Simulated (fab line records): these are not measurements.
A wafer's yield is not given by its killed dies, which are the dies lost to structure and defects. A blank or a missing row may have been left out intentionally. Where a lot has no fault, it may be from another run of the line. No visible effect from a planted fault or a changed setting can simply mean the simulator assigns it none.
fab line records | flow sky130
record lots=12 | wafers=36 | last-day=49
route steps=708 shown CONTACT@424 METAL1@435 PAD_OPEN@708
lots that met no fault: taken from a fault-free run of the same line
start-h: start of the lot's first displayed wafer, in hours after the record's first day | wait-h: hours since the lot's step before | " repeats the value in the row above | L1.1+2: several wafers, shown together as one row | - no value present, or no start provided | * or withheld: withheld | < > ~ a bound
route shown NAME@n: a module of which the file shows steps, and the number in the route of the first | usual: average and standard deviation across the fault-free wafers | same: alike in all rows | chamber/n: place in a boat | sites: the reading at each site | _std_site: standard deviation of those values | _edge_site: inner sites' mean taken away from outer sites' mean | radius-mm: how far each site lies from the wafer's centre | mask NAME#n: copy n | behind: the tool/chamber that last shaped the wafer | hold: why the lot went on hold/how many hours it stayed there/how the hold came to an end | device: the n, p or np transistor that did not switch | end of line: the same wafers' tests at the end of the route | a step with no rows: only its recipe | killed: the dies lost at the first sort to structure and to defects; this is not the yield of the wafer | map: per-die view of a wafer (x killed, . not killed, _ where there is no die)
set.NAME: the setting the step ran with; set.NAME@STEP: the setting that earlier step ran with | model.NAME: the simulator's own value behind a step, which no gauge read
route steps across a sampled set of lots; one table per step, one row per wafer
services: from which hour (start-h, from the record's first day; less than 0 if before it) a tool's chamber was out of use, for how many hours, and why
## steps
# step SKY_CONTACT_ETCH_18
# recipe target=Si3N4 | chemistry=CHF3/O2 | stop-on=TiN | source-w=600 | bias-w=200 | pressure-mtorr=40 | chf3-flow-sccm=50 | O2_flow_sccm=5 | time-s=39 | target-depth-a=750
# usual O2_flow_sccm=5.000/0.015 | drypump-motor-current-A=5.8/0.51 | oes-product-au=0.852/0.0074 | throttle-valve-pct=8.793/0.0097
lot.wafer | tool        | chamber | start-h | wait-h | O2_flow_sccm | drypump-motor-current-A | oes-product-au | rf-hours-counter-h | throttle-valve-pct
L857.3    | rie-diel-03 | 3       | -       | -      | 5.018        | 6.4                     | 0.839          | 18                 | 8.794
L857.5    | "           | 0       | "       | "      | 5.021        | 6.7                     | 0.845          | -                  | 8.790
L857.6    | "           | 3       | "       | "      | 5.011        | 6.4                     | 0.851          | -                  | 8.781
L862.1    | rie-diel-03 | 2       | -       | -      | 5.017        | 6.1                     | 0.851          | 6                  | 8.803
L862.5    | "           | 2       | "       | "      | 5.023        | 6.1                     | 0.854          | -                  | 8.779
L862.6    | "           | 3       | "       | "      | 5.006        | 6.4                     | 0.874          | -                  | 8.790
L864.1    | rie-diel-03 | 0       | -       | -      | 5.010        | 6.7                     | 0.850          | 29                 | 8.804
L864.3    | "           | 2       | "       | "      | 4.976        | 6.1                     | 0.843          | 7                  | 8.801
L864.6    | "           | 1       | "       | "      | 4.985        | 4.9                     | 0.845          | -                  | 8.776
L863.1    | rie-diel-01 | 0       | -       | -      | 5.036        | 5.5                     | 0.852          | 22                 | 8.791
L863.2    | "           | 1       | "       | "      | 4.998        | 5.5                     | 0.857          | 11                 | 8.797
L863.5    | "           | 1       | "       | "      | 4.997        | 5.5                     | 0.868          | -                  | 8.785
L867.1    | rie-diel-03 | 0       | -       | -      | 4.998        | 6.7                     | 0.851          | 30                 | 8.792
L867.2    | "           | 3       | "       | "      | 5.024        | 6.5                     | 0.854          | 20                 | 8.801
L867.3    | "           | 1       | "       | "      | 4.987        | 5.0                     | 0.852          | 27                 | 8.785
L871.2    | rie-diel-03 | 1       | -       | -      | 5.025        | 4.9                     | 0.846          | 28                 | 8.784
L871.4    | "           | 0       | "       | "      | 5.025        | 6.7                     | 0.854          | 31                 | 8.778
L871.6    | "           | 1       | "       | "      | 5.009        | 5.0                     | 0.851          | -                  | 8.810
L870.1    | rie-diel-03 | 0       | -       | -      | 4.995        | 6.6                     | 0.844          | 31                 | 8.788
L870.2    | "           | 1       | "       | "      | 4.989        | 4.9                     | 0.856          | 28                 | 8.795
L870.5    | "           | 0       | "       | "      | 4.989        | 6.6                     | 0.862          | -                  | 8.792
L868.1    | rie-diel-04 | 3       | -       | -      | 4.979        | 6.3                     | 0.843          | 10                 | 8.800
L868.2    | "           | 2       | "       | "      | 5.007        | 5.5                     | 0.849          | 13                 | 8.782
L868.5    | "           | 2       | "       | "      | 5.014        | 5.5                     | 0.850          | -                  | 8.793
L873.2    | rie-diel-04 | 2       | -       | -      | 5.004        | 5.5                     | 0.852          | 14                 | 8.800
L873.3    | "           | 3       | "       | "      | 4.986        | 6.3                     | 0.845          | 10                 | 8.804
L873.6    | "           | 1       | "       | "      | 4.997        | 5.5                     | 0.866          | -                  | 8.786
L874.2    | rie-diel-01 | 0       | -       | -      | 4.981        | 5.6                     | 0.838          | 26                 | 8.804
L874.3    | "           | 0       | "       | "      | 4.991        | 5.5                     | 0.846          | -                  | 8.790
L874.5    | "           | 0       | "       | "      | 4.997        | 5.5                     | 0.857          | -                  | 8.777
L876.1    | rie-diel-04 | 3       | -       | -      | 4.985        | 6.4                     | 0.851          | 11                 | 8.797
L876.2    | "           | 1       | "       | "      | 4.998        | 5.5                     | 0.844          | 3                  | 8.802
L876.6    | "           | 2       | "       | "      | 5.015        | 5.5                     | 0.864          | -                  | 8.808
L875.1    | rie-diel-03 | 2       | -       | -      | 4.998        | 6.1                     | 0.855          | 10                 | 8.806
L875.2    | "           | 1       | "       | "      | 4.987        | 5.0                     | 0.839          | 30                 | 8.784
L875.6    | "           | 1       | "       | "      | 4.998        | 5.0                     | 0.867          | -                  | 8.788
# step SKY_CONTACT_RS_MEAS_25
# recipe thk-meas-gauge=four-point-probe | reads=W_of_CONTACT_CVD_24+TiN_of_CONTACT_SPUTTER_23
# usual CONTACT_W_RS=0.3373/0.0029
lot.wafer | tool          | chamber | start-h | wait-h | CONTACT_W_RS[ohm/sq]
L857.3    | film-metro-04 | -       | 743.74  | 0.1    | 0.3394
L857.5    | "             | -       | "       | "      | 0.3365
L857.6    | "             | -       | "       | "      | 0.3370
L862.1    | film-metro-03 | -       | 775.61  | 0.1    | 0.3363
L862.5    | "             | -       | "       | "      | 0.3398
L862.6    | "             | -       | "       | "      | 0.3383
L864.1    | film-metro-01 | -       | 788.45  | 0.1    | 0.3350
L864.3    | "             | -       | "       | "      | 0.3343
L864.6    | "             | -       | "       | "      | 0.3349
L863.1    | film-metro-04 | -       | 789.76  | 0.1    | 0.3407
L863.2    | "             | -       | "       | "      | 0.3437
L863.5    | "             | -       | "       | "      | 0.3425
L867.1    | film-metro-04 | -       | 803.43  | 0.1    | 0.3340
L867.2    | "             | -       | "       | "      | 0.3359
L867.3    | "             | -       | "       | "      | 0.3372
L871.2    | film-metro-03 | -       | 836.23  | 0.1    | 0.3357
L871.4    | "             | -       | "       | "      | 0.3341
L871.6    | "             | -       | "       | "      | 0.3381
L870.1    | film-metro-03 | -       | 838.70  | 0.1    | 0.3349
L870.2    | "             | -       | "       | "      | 0.3330
L870.5    | "             | -       | "       | "      | 0.3346
L868.1    | film-metro-03 | -       | 840.91  | 0.1    | 0.3388
L868.2    | "             | -       | "       | "      | 0.3365
L868.5    | "             | -       | "       | "      | 0.3349
L873.2    | film-metro-03 | -       | 860.29  | 0.1    | 0.3336
L873.3    | "             | -       | "       | "      | 0.3342
L873.6    | "             | -       | "       | "      | 0.3408
L874.2    | film-metro-01 | -       | 870.45  | 0.2    | 0.3387
L874.3    | "             | -       | "       | "      | 0.3334
L874.5    | "             | -       | "       | "      | 0.3377
L876.1    | film-metro-01 | -       | 875.17  | 0.1    | 0.3389
L876.2    | "             | -       | "       | "      | 0.3357
L876.6    | "             | -       | "       | "      | 0.3397
L875.1    | film-metro-01 | -       | 876.23  | 0.2    | 0.3362
L875.2    | "             | -       | "       | "      | 0.3369
L875.6    | "             | -       | "       | "      | 0.3346
# step SKY_METAL1_SPUTTER_01
# recipe material=TiN | target-thk-nm=20 | power-w=6500 | time-s=16.7 | chamber-pressure-pa=0.4
# usual throttle-valve-pct=30.1/0.92
lot.wafer | tool           | chamber | start-h | wait-h | throttle-valve-pct
L857.3    | pvd-sputter-01 | -       | 744.21  | 0.0    | 31.7
L857.5    | "              | -       | "       | "      | 31.7
L857.6    | "              | -       | "       | "      | 29.8
L862.1    | pvd-sputter-04 | -       | 776.12  | 0.0    | 30.7
L862.5    | "              | -       | "       | "      | 29.7
L862.6    | "              | -       | "       | "      | 30.5
L864.1    | pvd-sputter-04 | -       | 788.95  | 0.0    | 31.2
L864.3    | "              | -       | "       | "      | 28.6
L864.6    | "              | -       | "       | "      | 29.3
L863.1    | pvd-sputter-03 | -       | 790.26  | 0.0    | 30.5
L863.2    | "              | -       | "       | "      | 30.0
L863.5    | "              | -       | "       | "      | 28.8
L867.1    | pvd-sputter-01 | -       | 803.93  | 0.0    | 31.6
L867.2    | "              | -       | "       | "      | 29.7
L867.3    | "              | -       | "       | "      | 30.2
L871.2    | pvd-sputter-01 | -       | 836.71  | 0.0    | 30.3
L871.4    | "              | -       | "       | "      | 31.2
L871.6    | "              | -       | "       | "      | 29.7
L870.1    | pvd-sputter-03 | -       | 839.21  | 0.0    | 28.5
L870.2    | "              | -       | "       | "      | 30.4
L870.5    | "              | -       | "       | "      | 28.7
L868.1    | pvd-sputter-04 | -       | 841.41  | 0.0    | 30.7
L868.2    | "              | -       | "       | "      | 28.6
L868.5    | "              | -       | "       | "      | 28.5
L873.2    | pvd-sputter-03 | -       | 860.77  | 0.0    | 30.4
L873.3    | "              | -       | "       | "      | 30.0
L873.6    | "              | -       | "       | "      | 30.1
L874.2    | pvd-sputter-03 | -       | 871.20  | 0.0    | 30.2
L874.3    | "              | -       | "       | "      | 30.1
L874.5    | "              | -       | "       | "      | 30.3
L876.1    | pvd-sputter-01 | -       | 875.68  | 0.0    | 31.0
L876.2    | "              | -       | "       | "      | 30.5
L876.6    | "              | -       | "       | "      | 29.9
L875.1    | pvd-sputter-01 | -       | 876.74  | 0.0    | 31.8
L875.2    | "              | -       | "       | "      | 29.6
L875.6    | "              | -       | "       | "      | 31.1
# step SKY_METAL1_SOFTBAKE_11
# recipe temp-c=100 | time-s=90 | resist=KrF-thick
# usual heater-power-total-W=57.35/0.11 | plate-temp-C=99.98/0.11
lot.wafer | tool           | chamber | start-h | wait-h | heater-power-total-W | plate-temp-C
L857.3    | litho-track-04 | 0       | 758     | -      | 57.25                | 99.95
L857.5    | "              | 0       | "       | "      | 57.20                | 99.97
L857.6    | "              | 0       | "       | "      | 57.23                | 100.08
L862.1    | litho-track-01 | 0       | 788     | -      | 57.40                | 100.10
L862.5    | "              | 0       | 789     | -      | 57.37                | 100.06
L862.6    | "              | 0       | "       | "      | 57.15                | 99.94
L864.1    | litho-track-04 | 0       | 801     | -      | 57.14                | 99.78
L864.3    | "              | 0       | "       | "      | 57.26                | 100.12
L864.6    | "              | 0       | "       | "      | 57.53                | 100.03
L863.1    | litho-track-04 | 0       | 803     | -      | 57.48                | 100.06
L863.2    | "              | 0       | "       | "      | 57.22                | 99.92
L863.5    | "              | 0       | "       | "      | 57.20                | 99.99
L867.1    | litho-track-01 | 0       | 817     | -      | 57.48                | 99.95
L867.2    | "              | 0       | "       | "      | 57.39                | 100.08
L867.3    | "              | 0       | "       | "      | 57.33                | 100.05
L871.2    | litho-track-01 | 0       | 849     | -      | 57.33                | 99.86
L871.4    | "              | 0       | "       | "      | 57.44                | 99.93
L871.6    | "              | 0       | "       | "      | 57.23                | 99.90
L870.1    | litho-track-04 | 0       | 852     | -      | 57.45                | 100.11
L870.2    | "              | 0       | "       | "      | 57.32                | 99.98
L870.5    | "              | 0       | "       | "      | 57.50                | 99.91
L868.1    | litho-track-01 | 0       | 855     | -      | 57.21                | 99.79
L868.2    | "              | 0       | "       | "      | 57.32                | 99.74
L868.5    | "              | 0       | "       | "      | 57.47                | 99.90
L873.2    | litho-track-01 | 0       | 873     | -      | 58.07                | 100.94
L873.3    | "              | 0       | "       | "      | 57.93                | 101.00
L873.6    | "              | 0       | "       | "      | 57.97                | 101.07
L874.2    | litho-track-01 | 0       | 884     | -      | 58.03                | 101.05
L874.3    | "              | 0       | "       | "      | 58.05                | 100.82
L874.5    | "              | 0       | "       | "      | 58.11                | 100.80
L876.1    | litho-track-01 | 0       | 888     | -      | 58.17                | 100.83
L876.2    | "              | 0       | "       | "      | 57.97                | 100.87
L876.6    | "              | 0       | "       | "      | 57.88                | 100.87
L875.1    | litho-track-02 | 0       | 889     | -      | 57.44                | 100.05
L875.2    | "              | 0       | "       | "      | 57.39                | 99.89
L875.6    | "              | 0       | 890     | -      | 57.54                | 100.05
# step SKY_PAD_OPEN_PROBE_99
# usual defect-limited-yield=82.4/2.1 | killed_at_M0_to_M3=44/7.3 | killed_at_M4_up=3.0/1.9 | killed-at-contacts=24/5 | killed-at-front-end=16/4.5 | killed-at-other=0.3/0.46 | killed-dies=87/10 | killed-open=47/8.3 | killed-short=39/6.4 | sort_bin_3_pad_short=0.8/0.43 | sort_bin_5_function=10.5/1.6 | sort_bin_6_memory=6.3/1.1 | sort-n-pass=405/10 | sort-yield-pct=82.4/2.1
# same gross-dies=492 | killed-at-back-side=0 | sort_bin_4_leakage[%]=0 | sort_bin_8_speed[%]=0
lot.wafer | tool      | chamber | start-h | wait-h | defect-limited-yield[%] | killed_at_M0_to_M3 | killed_at_M4_up | killed-at-contacts | killed-at-front-end | killed-at-other | killed-dies | killed-open | killed-short | sort_bin_3_pad_short[%] | sort_bin_5_function[%] | sort_bin_6_memory[%] | sort-n-pass | sort-yield-pct[%]
L862.1    | prober-02 | -       | 1105.23 | 0.1    | 78.5                    | 52                 | 3               | 33                 | 18                  | 0               | 106         | 64          | 42           | 1.0                     | 13.0                   | 7.5                  | 386         | 78.5
L862.5    | prober-02 | -       | 1105.43 | 0.2    | 85.4                    | 30                 | 3               | 26                 | 12                  | 1               | 72          | 46          | 26           | 0.4                     | 8.3                    | 5.9                  | 420         | 85.4
L862.6    | prober-02 | -       | 1105.48 | 0.2    | 81.9                    | 42                 | 2               | 24                 | 20                  | 1               | 89          | 49          | 40           | 1.0                     | 10.8                   | 6.3                  | 403         | 81.9
L864.1    | prober-01 | -       | 1114.25 | 0.1    | 82.7                    | 49                 | 0               | 23                 | 13                  | 0               | 85          | 55          | 30           | 0.8                     | 9.8                    | 6.7                  | 407         | 82.7
L864.3    | prober-01 | -       | 1114.35 | 0.2    | 86.4                    | 36                 | 3               | 10                 | 18                  | 0               | 67          | 34          | 33           | 1.0                     | 6.5                    | 6.1                  | 425         | 86.4
L864.6    | prober-01 | -       | 1114.50 | 0.2    | 82.3                    | 47                 | 5               | 25                 | 10                  | 0               | 87          | 48          | 39           | 1.4                     | 11.2                   | 5.1                  | 405         | 82.3
L867.1    | prober-01 | -       | 1127.10 | 0.1    | 81.9                    | 52                 | 6               | 18                 | 13                  | 0               | 89          | 49          | 40           | 0.6                     | 11.6                   | 5.9                  | 403         | 81.9
L867.2    | prober-01 | -       | 1127.15 | 0.1    | 83.3                    | 40                 | 4               | 29                 | 9                   | 0               | 82          | 45          | 37           | 0.4                     | 10.4                   | 5.9                  | 410         | 83.3
L867.3    | prober-01 | -       | 1127.20 | 0.2    | 81.1                    | 43                 | 6               | 26                 | 17                  | 1               | 93          | 56          | 37           | 0.4                     | 12.2                   | 6.3                  | 399         | 81.1
L870.1    | prober-01 | -       | 1150.94 | 0.1    | 83.5                    | 38                 | 3               | 21                 | 19                  | 0               | 81          | 41          | 40           | 1.0                     | 9.3                    | 6.1                  | 411         | 83.5
L870.2    | prober-01 | -       | 1150.99 | 0.1    | 82.5                    | 34                 | 2               | 30                 | 20                  | 0               | 86          | 53          | 33           | 0.2                     | 10.4                   | 6.9                  | 406         | 82.5
L870.5    | prober-01 | -       | 1151.14 | 0.2    | 84.3                    | 40                 | 2               | 22                 | 12                  | 1               | 77          | 41          | 36           | 0.2                     | 10.8                   | 4.7                  | 415         | 84.3
L868.1    | prober-02 | -       | 1151.84 | 0.1    | 77.2                    | 59                 | 3               | 31                 | 19                  | 0               | 112         | 63          | 49           | 0.2                     | 13.8                   | 8.7                  | 380         | 77.2
L868.2    | prober-02 | -       | 1151.89 | 0.1    | 81.7                    | 39                 | 4               | 27                 | 19                  | 1               | 90          | 47          | 43           | 1.0                     | 10.6                   | 6.7                  | 402         | 81.7
L868.5    | prober-02 | -       | 1152.04 | 0.2    | 81.7                    | 54                 | 0               | 21                 | 14                  | 1               | 90          | 48          | 42           | 0.8                     | 10.2                   | 7.3                  | 402         | 81.7
L874.2    | prober-02 | -       | 1173.05 | 0.1    | 81.9                    | 45                 | 7               | 16                 | 21                  | 0               | 89          | 47          | 42           | 0.8                     | 11.0                   | 6.3                  | 403         | 81.9
L874.3    | prober-02 | -       | 1173.10 | 0.2    | 82.7                    | 37                 | 4               | 22                 | 22                  | 0               | 85          | 45          | 40           | 1.4                     | 10.2                   | 5.7                  | 407         | 82.7
L874.5    | prober-02 | -       | 1173.20 | 0.2    | 84.6                    | 37                 | 4               | 19                 | 16                  | 0               | 76          | 35          | 41           | 0.8                     | 9.8                    | 4.9                  | 416         | 84.6
# killed by level:class
L862.1 CONTACT:geometric-particle:open=12 VIA1:geometric-particle:open=11 VIA2:geometric-particle:open=11 LI_CONTACT:geometric-particle:open=7 VIA3:geometric-particle:open=7 POLY_GATE:geometric-particle:short=6 METAL1:geometric-particle:short=6 VIA1:geometric-particle:short=5
L862.5 LI_CONTACT:geometric-particle:open=9 CONTACT:geometric-particle:open=9 VIA1:geometric-particle:open=7 VIA3:geometric-particle:open=7 CONTACT:geometric-particle:short=5 VIA2:geometric-particle:open=5 FIELD_ISO:geometric-particle:short=3 POLY_GATE:geometric-particle:open=3
L862.6 VIA1:geometric-particle:open=12 CONTACT:geometric-particle:open=10 POLY_GATE:geometric-particle:short=7 LI_CONTACT:geometric-particle:open=6 VIA3:geometric-particle:open=6 FIELD_ISO:geometric-particle:open=5 LOCAL_INTERCONNECT:geometric-particle:short=4 METAL1:geometric-particle:short=4
L864.1 VIA1:geometric-particle:open=16 LI_CONTACT:geometric-particle:open=10 VIA2:geometric-particle:open=10 CONTACT:geometric-particle:open=7 METAL1:geometric-particle:short=7 FIELD_ISO:geometric-particle:open=5 VIA1:geometric-particle:short=5 LI_CONTACT:geometric-particle:short=3
L864.3 VIA1:geometric-particle:open=8 FIELD_ISO:geometric-particle:short=5 METAL1:geometric-particle:open=4 SPACER:geometric-particle:short=4 VIA3:geometric-particle:open=4 CONTACT:geometric-particle:open=4 METAL2:geometric-particle:short=4 POLY_GATE:geometric-particle:open=3
L864.6 LI_CONTACT:geometric-particle:open=9 VIA3:geometric-particle:open=8 VIA1:geometric-particle:short=8 CONTACT:geometric-particle:short=6 VIA1:geometric-particle:open=6 VIA2:geometric-particle:open=6 LOCAL_INTERCONNECT:geometric-particle:short=4 CONTACT:geometric-particle:open=4
L867.1 VIA1:geometric-particle:open=10 VIA2:geometric-particle:open=10 CONTACT:geometric-particle:open=8 METAL1:geometric-particle:short=8 METAL2:geometric-particle:short=7 LI_CONTACT:geometric-particle:open=6 VIA1:geometric-particle:short=5 METAL4:geometric-particle:short=4
L867.2 CONTACT:geometric-particle:open=13 VIA1:geometric-particle:open=9 CONTACT:geometric-particle:short=7 METAL2:geometric-particle:short=6 VIA3:geometric-particle:open=6 VIA2:geometric-particle:open=6 METAL3:geometric-particle:short=5 METAL4:geometric-particle:short=4
L867.3 VIA1:geometric-particle:open=11 LI_CONTACT:geometric-particle:open=9 CONTACT:geometric-particle:open=9 VIA3:geometric-particle:open=8 VIA3:geometric-particle:short=7 FIELD_ISO:geometric-particle:open=6 VIA2:geometric-particle:short=5 POLY_GATE:geometric-particle:open=4
L870.1 VIA1:geometric-particle:open=11 LI_CONTACT:geometric-particle:open=7 FIELD_ISO:geometric-particle:short=6 METAL2:geometric-particle:short=6 VIA2:geometric-particle:open=6 CONTACT:geometric-particle:open=5 VIA1:geometric-particle:short=5 POLY_GATE:geometric-particle:short=4
L870.2 CONTACT:geometric-particle:open=17 POLY_GATE:geometric-particle:open=7 LI_CONTACT:geometric-particle:open=6 VIA1:geometric-particle:open=6 POLY_GATE:geometric-particle:short=5 LOCAL_INTERCONNECT:geometric-particle:short=5 VIA3:geometric-particle:open=5 VIA2:geometric-particle:open=4
L870.5 VIA1:geometric-particle:short=8 POLY_GATE:geometric-particle:open=7 CONTACT:geometric-particle:short=7 CONTACT:geometric-particle:open=7 VIA3:geometric-particle:open=6 VIA1:geometric-particle:open=5 VIA2:geometric-particle:open=5 VIA3:geometric-particle:short=5
L868.1 CONTACT:geometric-particle:open=16 VIA1:geometric-particle:open=14 VIA2:geometric-particle:open=11 METAL1:geometric-particle:short=8 VIA1:geometric-particle:short=6 METAL2:geometric-particle:short=6 VIA2:geometric-particle:short=6 LI_CONTACT:geometric-particle:open=5
L868.2 CONTACT:geometric-particle:open=9 METAL2:geometric-particle:short=9 LI_CONTACT:geometric-particle:open=8 VIA1:geometric-particle:open=8 POLY_GATE:geometric-particle:short=6 VIA3:geometric-particle:open=5 METAL1:geometric-particle:short=5 LOCAL_INTERCONNECT:geometric-particle:short=4
L868.5 VIA1:geometric-particle:open=10 VIA3:geometric-particle:open=9 VIA2:geometric-particle:open=9 METAL2:geometric-particle:short=6 CONTACT:geometric-particle:short=5 CONTACT:geometric-particle:open=5 VIA1:geometric-particle:short=5 LI_CONTACT:geometric-particle:open=4
L874.2 VIA1:geometric-particle:open=10 CONTACT:geometric-particle:open=10 METAL2:geometric-particle:short=8 METAL4:geometric-particle:short=7 POLY_GATE:geometric-particle:open=7 METAL1:geometric-particle:short=6 FIELD_ISO:geometric-particle:short=5 VIA2:geometric-particle:open=4
L874.3 FIELD_ISO:geometric-particle:open=10 VIA2:geometric-particle:open=9 METAL1:geometric-particle:short=9 FIELD_ISO:geometric-particle:short=6 CONTACT:geometric-particle:short=6 CONTACT:geometric-particle:open=6 VIA1:geometric-particle:open=5 VIA1:geometric-particle:short=5
L874.5 METAL2:geometric-particle:short=8 VIA1:geometric-particle:open=7 CONTACT:geometric-particle:short=6 LI_CONTACT:geometric-particle:open=5 LOCAL_INTERCONNECT:geometric-particle:short=5 VIA1:geometric-particle:short=5 METAL3:geometric-particle:short=5 POLY_GATE:geometric-particle:open=4
## services
tool           | chamber | start-h | hours | kind
rie-diel-03    | 3       | 722.46  | 1.3   | repair
rie-diel-01    | 2       | 737.54  | 132.0 | repair
rie-diel-04    | -       | 760.11  | 58.9  | repair
pvd-sputter-03 | -       | 797.96  | 2.7   | repair
rie-diel-04    | 1       | 812.84  | 7.1   | repair
rie-diel-04    | 0       | 819.92  | -     | clean
rie-diel-04    | 0       | 819.92  | 21.1  | scheduled-down
rie-diel-04    | 0       | 819.92  | 21.1  | vent-cycle
rie-diel-03    | 0       | 840.05  | 70.6  | repair
pvd-sputter-04 | -       | 843.62  | 0.5   | repair
rie-diel-01    | 0       | 858.94  | 8.8   | repair
rie-diel-01    | 3       | 868.98  | 5.0   | repair
## key
first-sign step=SKY_METAL1_SOFTBAKE_11 | reading=plate-temp-C | direction=up | sigmas=8.2 | usual=* | struck=*
effect step=SKY_METAL1_SOFTBAKE_11 | reading=heater-power-total-W | direction=up | sigmas=6.1 | usual=* | struck=*
met-at SKY_METAL1_SOFTBAKE_11
struck-lots L873,L874,L876
not-acting-at SKY_CONTACT_ETCH_18,SKY_CONTACT_RS_MEAS_25,SKY_METAL1_SPUTTER_01
onset-between 855 873
fault kind=process-parameter-drift | tool=litho-track-01 | chamber=- | onset-h=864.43 | steps=SKY_METAL1_SOFTBAKE_11 | channel=temp-c | offset=* | shape=step | end-h=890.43 | acts-in=* | stated=*
